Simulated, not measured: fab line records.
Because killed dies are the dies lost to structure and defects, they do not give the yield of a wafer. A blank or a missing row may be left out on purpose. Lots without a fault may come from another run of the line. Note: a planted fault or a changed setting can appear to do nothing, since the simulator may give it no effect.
The tool behind it: which one? | flow gf180mcu | 7 lots (21 wafers sampled), 1 step of a 602-step route

== WHAT THE GAUGES READ, wafer by wafer ==
GF_VT_IMPLANT_TW_MEAS_43.
lot  | measured     | on            | VT_IMPLANT_4_TW
L326 | day 7 17:03  | film_metro-04 | 687 687 684
L332 | day 9 11:28  | film_metro-01 | 686 686 687
L334 | day 10 14:30 | film_metro-01 | 683 687 682
L336 | day 11 02:05 | film_metro-04 | 696 694 693
L338 | day 11 13:40 | film_metro-01 | 686 685 684
L344 | day 13 07:34 | film_metro-04 | 689 693 689
L348 | day 14 00:37 | film_metro-04 | 692 697 692

== WHICH TOOL RAN EACH LOT (tool, then ch and the chambers of the sampled wafers, then the start) ==
Before these readings, the record contains no process step.

== THE ANSWER, worked out from the rows above alone ==
Rule: the lots themselves supply what counts as usual. Put in order of their means at a reading, lots are off if they are a third of the lots or fewer, leave a main group of 4 or more, and stand apart from it by a gap of 3 or more times the standard deviation of the main group's means; of several such gaps the widest counts. A main group is skipped when, at the precision printed for the reading in the tables above, its means are all equal. A lot without any number at a reading at which 4 lots or more have one is off too. All remaining lots with rows at the step are treated as sound.
Nothing can be told from this: no lot is off at any reading shown.

== WHAT HAD BEEN PUT IN BY THE SIMULATOR ==
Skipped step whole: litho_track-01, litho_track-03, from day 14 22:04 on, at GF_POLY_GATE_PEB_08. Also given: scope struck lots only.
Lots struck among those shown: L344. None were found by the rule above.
